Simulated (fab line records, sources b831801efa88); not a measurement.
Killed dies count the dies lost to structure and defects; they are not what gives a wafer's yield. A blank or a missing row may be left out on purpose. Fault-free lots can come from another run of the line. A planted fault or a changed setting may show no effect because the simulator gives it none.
Which tool is to blame? || flow sky130 || 13 lots, 39 wafers sampled, at 4 steps of a route of 708

WHAT THE GAUGES READ, wafer by wafer
SKY_SONOS_ONO_THK_MEAS_05. Usual: SONOS_ONO_CVD_04_THK 5.77 nm, standard deviation 0.096.
{"lot": "L161", "measured": "day 11 02:19", "on": "film metro-03", "SONOS_ONO_CVD_04_THK (nm)": "5.86 5.81 5.80", "flag": ""}
{"lot": "L163", "measured": "day 11 21:52", "on": "film metro-03", "SONOS_ONO_CVD_04_THK (nm)": "5.63 5.69 5.66", "flag": ""}
{"lot": "L164", "measured": "day 12 08:03", "on": "film metro-01", "SONOS_ONO_CVD_04_THK (nm)": "5.66 5.71 5.76", "flag": ""}
{"lot": "L165", "measured": "day 13 03:23", "on": "film metro-03", "SONOS_ONO_CVD_04_THK (nm)": "5.68 5.76 5.76", "flag": ""}
{"lot": "L167", "measured": "day 13 22:56", "on": "film metro-04", "SONOS_ONO_CVD_04_THK (nm)": "5.83 5.83 5.82", "flag": ""}
{"lot": "L168", "measured": "day 14 00:11", "on": "film metro-04", "SONOS_ONO_CVD_04_THK (nm)": "5.70 5.76 5.71", "flag": ""}
{"lot": "L169", "measured": "day 14 15:43", "on": "film metro-04", "SONOS_ONO_CVD_04_THK (nm)": "5.78 5.77 5.78", "flag": ""}
{"lot": "L171", "measured": "day 14 18:09", "on": "film metro-01", "SONOS_ONO_CVD_04_THK (nm)": "5.79 5.70 5.68", "flag": ""}
{"lot": "L173", "measured": "day 15 10:34", "on": "film metro-01", "SONOS_ONO_CVD_04_THK (nm)": "5.97 5.86 5.82", "flag": ""}
{"lot": "L178", "measured": "day 16 23:22", "on": "film metro-03", "SONOS_ONO_CVD_04_THK (nm)": "5.87 5.73 5.84", "flag": ""}
{"lot": "L180", "measured": "day 17 23:47", "on": "film metro-04", "SONOS_ONO_CVD_04_THK (nm)": "5.74 5.62 5.69", "flag": ""}
{"lot": "L182", "measured": "day 19 17:43", "on": "film metro-04", "SONOS_ONO_CVD_04_THK (nm)": "5.62 5.69 5.67", "flag": ""}
{"lot": "L184", "measured": "day 19 20:20", "on": "film metro-03", "SONOS_ONO_CVD_04_THK (nm)": "5.74 5.80 5.83", "flag": ""}

SKY_LDD_HVP_OVL_MEAS_07. Usual: LDD_HVP_OVL -0.5 nm, standard deviation 1.3.
{"lot": "L161", "measured": "day 20 22:13", "on": "overlay-02", "LDD_HVP_OVL (nm)": "-0.5 -0.6 -0.5", "flag": ""}
{"lot": "L163", "measured": "day 21 20:53", "on": "overlay-02", "LDD_HVP_OVL (nm)": "-0.7 -2.2 -2.1", "flag": ""}
{"lot": "L164", "measured": "day 22 10:14", "on": "overlay-02", "LDD_HVP_OVL (nm)": "-0.3 -2.1 -0.7", "flag": ""}
{"lot": "L165", "measured": "day 23 04:26", "on": "overlay-02", "LDD_HVP_OVL (nm)": "-0.5 -0.4 -0.5", "flag": ""}
{"lot": "L167", "measured": "day 24 04:13", "on": "overlay-01", "LDD_HVP_OVL (nm)": "-2.6 -1.2 -2.5", "flag": ""}
{"lot": "L168", "measured": "day 24 08:04", "on": "overlay-02", "LDD_HVP_OVL (nm)": "0.9 -0.2 0.1", "flag": ""}
{"lot": "L169", "measured": "day 24 22:47", "on": "overlay-02", "LDD_HVP_OVL (nm)": "-0.1 0.5 0.9", "flag": ""}
{"lot": "L171", "measured": "day 25 06:34", "on": "overlay-02", "LDD_HVP_OVL (nm)": "0.8 0.9 0.9", "flag": ""}
{"lot": "L173", "measured": "day 25 19:46", "on": "overlay-01", "LDD_HVP_OVL (nm)": "-0.9 1.0 0.6", "flag": ""}
{"lot": "L178", "measured": "day 27 06:44", "on": "overlay-01", "LDD_HVP_OVL (nm)": "-0.9 -0.7 0.3", "flag": ""}
{"lot": "L180", "measured": "day 28 08:23", "on": "overlay-01", "LDD_HVP_OVL (nm)": "0.2 -0.5 0.5", "flag": ""}
{"lot": "L182", "measured": "day 29 21:08", "on": "overlay-02", "LDD_HVP_OVL (nm)": "-0.7 -2.0 -0.7", "flag": ""}
{"lot": "L184", "measured": "day 30 05:13", "on": "overlay-02", "LDD_HVP_OVL (nm)": "0.7 -0.1 0.6", "flag": ""}

WHAT TOOL EACH LOT RAN ON (gives the tool, then ch and the chambers of the sampled wafers, and finally the start)
{"lot": "L161", "SKY_DNWELL_STRIP_08": "plasma asher-02 ch 0,1, day 3 01:10", "SKY_NWELL_IMPLANT_12": "implanter-01 ch 0, day 4 07:48"}
{"lot": "L163", "SKY_DNWELL_STRIP_08": "plasma asher-02 ch 0,1, day 3 14:47", "SKY_NWELL_IMPLANT_12": "implanter-04 ch 0, day 4 23:22"}
{"lot": "L164", "SKY_DNWELL_STRIP_08": "plasma asher-02 ch 0,1, day 3 20:01", "SKY_NWELL_IMPLANT_12": "implanter-02 ch 0, day 5 05:07"}
{"lot": "L165", "SKY_DNWELL_STRIP_08": "plasma asher-03 ch 0,1, day 4 01:05", "SKY_NWELL_IMPLANT_12": "implanter-04 ch 0, day 5 10:00"}
{"lot": "L167", "SKY_DNWELL_STRIP_08": "plasma asher-04 ch 0,1, day 4 22:49", "SKY_NWELL_IMPLANT_12": "implanter-02 ch 0, day 6 11:34"}
{"lot": "L168", "SKY_DNWELL_STRIP_08": "plasma asher-04 ch 0,1, day 4 23:10", "SKY_NWELL_IMPLANT_12": "implanter-04 ch 0, day 6 11:51"}
{"lot": "L169", "SKY_DNWELL_STRIP_08": "plasma asher-03 ch 0,1, day 5 07:05", "SKY_NWELL_IMPLANT_12": "implanter-04 ch 0, day 6 21:00"}
{"lot": "L171", "SKY_DNWELL_STRIP_08": "plasma asher-04 ch 0,1, day 5 11:22", "SKY_NWELL_IMPLANT_12": "implanter-04 ch 0, day 7 01:00"}
{"lot": "L173", "SKY_DNWELL_STRIP_08": "plasma asher-02 ch 0,1, day 5 22:46", "SKY_NWELL_IMPLANT_12": "implanter-04 ch 0, day 7 12:01"}
{"lot": "L178", "SKY_DNWELL_STRIP_08": "plasma asher-02 ch 0,1, day 7 00:08", "SKY_NWELL_IMPLANT_12": "implanter-02 ch 0, day 8 14:50"}
{"lot": "L180", "SKY_DNWELL_STRIP_08": "plasma asher-04 ch 0,1, day 7 15:37", "SKY_NWELL_IMPLANT_12": "implanter-01 ch 0, day 9 08:12"}
{"lot": "L182", "SKY_DNWELL_STRIP_08": "plasma asher-04 ch 0,1, day 8 19:43", "SKY_NWELL_IMPLANT_12": "implanter-04 ch 0, day 10 15:34"}
{"lot": "L184", "SKY_DNWELL_STRIP_08": "plasma asher-02 ch 0,1, day 8 20:07", "SKY_NWELL_IMPLANT_12": "implanter-04 ch 0, day 10 16:34"}
- SKY_DNWELL_STRIP_08: strips in O2/N2.
- SKY_NWELL_IMPLANT_12

AS READ BY THE TOOLS THEMSELVES (means over the sampled wafers that have a number; for cases with no such wafer, the mark the record gives instead)
SKY_DNWELL_STRIP_08. Usual: drypump motor current A 5.9 A, standard deviation 0.34; n2 flow sccm 300.1 sccm, standard deviation 0.81; oes product au 0.722 a.u., standard deviation 0.0046; strip time to endpoint s 36.94 s, standard deviation 0.11.
{"lot": "L161", "tool": "plasma asher-02", "drypump motor current A (A)": 6.0, "n2 flow sccm (sccm)": 299.9, "oes product au (a.u.)": 0.722, "strip time to endpoint s (s)": 36.87, "flag": ""}
{"lot": "L163", "tool": "plasma asher-02", "drypump motor current A (A)": 5.9, "n2 flow sccm (sccm)": 300.0, "oes product au (a.u.)": 0.718, "strip time to endpoint s (s)": 36.93, "flag": ""}
{"lot": "L164", "tool": "plasma asher-02", "drypump motor current A (A)": 5.9, "n2 flow sccm (sccm)": 300.5, "oes product au (a.u.)": 0.725, "strip time to endpoint s (s)": 36.93, "flag": ""}
{"lot": "L165", "tool": "plasma asher-03", "drypump motor current A (A)": 6.1, "n2 flow sccm (sccm)": 300.2, "oes product au (a.u.)": 0.715, "strip time to endpoint s (s)": 36.75, "flag": ""}
{"lot": "L167", "tool": "plasma asher-04", "drypump motor current A (A)": 5.7, "n2 flow sccm (sccm)": 299.8, "oes product au (a.u.)": 0.725, "strip time to endpoint s (s)": 37.08, "flag": ""}
{"lot": "L168", "tool": "plasma asher-04", "drypump motor current A (A)": 5.8, "n2 flow sccm (sccm)": 300.8, "oes product au (a.u.)": 0.725, "strip time to endpoint s (s)": 37.00, "flag": ""}
{"lot": "L169", "tool": "plasma asher-03", "drypump motor current A (A)": 6.1, "n2 flow sccm (sccm)": 300.2, "oes product au (a.u.)": 0.720, "strip time to endpoint s (s)": 37.08, "flag": ""}
{"lot": "L171", "tool": "plasma asher-04", "drypump motor current A (A)": 5.7, "n2 flow sccm (sccm)": 299.7, "oes product au (a.u.)": 0.726, "strip time to endpoint s (s)": 36.93, "flag": ""}
{"lot": "L173", "tool": "plasma asher-02", "drypump motor current A (A)": 6.1, "n2 flow sccm (sccm)": 299.4, "oes product au (a.u.)": 0.725, "strip time to endpoint s (s)": 36.85, "flag": ""}
{"lot": "L178", "tool": "plasma asher-02", "drypump motor current A (A)": 6.0, "n2 flow sccm (sccm)": 299.1, "oes product au (a.u.)": 0.722, "strip time to endpoint s (s)": 36.94, "flag": ""}
{"lot": "L180", "tool": "plasma asher-04", "drypump motor current A (A)": 5.8, "n2 flow sccm (sccm)": 299.2, "oes product au (a.u.)": 0.721, "strip time to endpoint s (s)": 36.94, "flag": ""}
{"lot": "L182", "tool": "plasma asher-04", "drypump motor current A (A)": 5.7, "n2 flow sccm (sccm)": 300.6, "oes product au (a.u.)": 0.724, "strip time to endpoint s (s)": 37.04, "flag": ""}
{"lot": "L184", "tool": "plasma asher-02", "drypump motor current A (A)": 6.0, "n2 flow sccm (sccm)": 299.5, "oes product au (a.u.)": 0.725, "strip time to endpoint s (s)": 36.92, "flag": ""}

SKY_NWELL_IMPLANT_12. Usual: dose ions cm2 1.2999e+12, standard deviation 1.3e+09; faraday current uA 7.30, standard deviation 0.13.
{"lot": "L161", "tool": "implanter-01", "dose ions cm2": 1.2988e+12, "faraday current uA": 7.30, "flag": ""}
{"lot": "L163", "tool": "implanter-04", "dose ions cm2": 1.3000e+12, "faraday current uA": 7.37, "flag": ""}
{"lot": "L164", "tool": "implanter-02", "dose ions cm2": 1.3011e+12, "faraday current uA": 7.33, "flag": ""}
{"lot": "L165", "tool": "implanter-04", "dose ions cm2": 1.3016e+12, "faraday current uA": 7.39, "flag": ""}
{"lot": "L167", "tool": "implanter-02", "dose ions cm2": 1.3008e+12, "faraday current uA": 7.25, "flag": ""}
{"lot": "L168", "tool": "implanter-04", "dose ions cm2": 1.3001e+12, "faraday current uA": 7.06, "flag": ""}
{"lot": "L169", "tool": "implanter-04", "dose ions cm2": 1.4073e+12, "faraday current uA": 7.92, "flag": "OFF"}
{"lot": "L171", "tool": "implanter-04", "dose ions cm2": 1.4111e+12, "faraday current uA": 7.87, "flag": "OFF"}
{"lot": "L173", "tool": "implanter-04", "dose ions cm2": 1.4088e+12, "faraday current uA": 7.99, "flag": "OFF"}
{"lot": "L178", "tool": "implanter-02", "dose ions cm2": 1.2988e+12, "faraday current uA": 7.30, "flag": ""}
{"lot": "L180", "tool": "implanter-01", "dose ions cm2": 1.3006e+12, "faraday current uA": 7.27, "flag": ""}
{"lot": "L182", "tool": "implanter-04", "dose ions cm2": 1.3014e+12, "faraday current uA": 7.29, "flag": ""}
{"lot": "L184", "tool": "implanter-04", "dose ions cm2": 1.3000e+12, "faraday current uA": 7.39, "flag": ""}

THE ANSWER, worked out from the rows above alone
Rule: take the mean of a lot's wafers that have a number; if it is more than 3 standard deviations from the usual mean, the lot is off. Also off: a lot with no number at a reading for which 4 or more lots have one. All remaining lots with rows at the step are treated as sound. Order of review: gauges by route order, followed by the tools' own readings, for which a lot's mean as printed above is used. The first step at which some lot is off is used, and at that step the reading that is off furthest; a lot without a number counts as furthest.
Off: L169, L171, L173 (SKY_NWELL_IMPLANT_12, dose ions cm2).
If a tool, at that step or one of the process steps before it, ran each lot that is off and ran no sound lot following the first of them, it fits. None of those tried fits.

WHAT THE SIMULATOR HAD PUT IN
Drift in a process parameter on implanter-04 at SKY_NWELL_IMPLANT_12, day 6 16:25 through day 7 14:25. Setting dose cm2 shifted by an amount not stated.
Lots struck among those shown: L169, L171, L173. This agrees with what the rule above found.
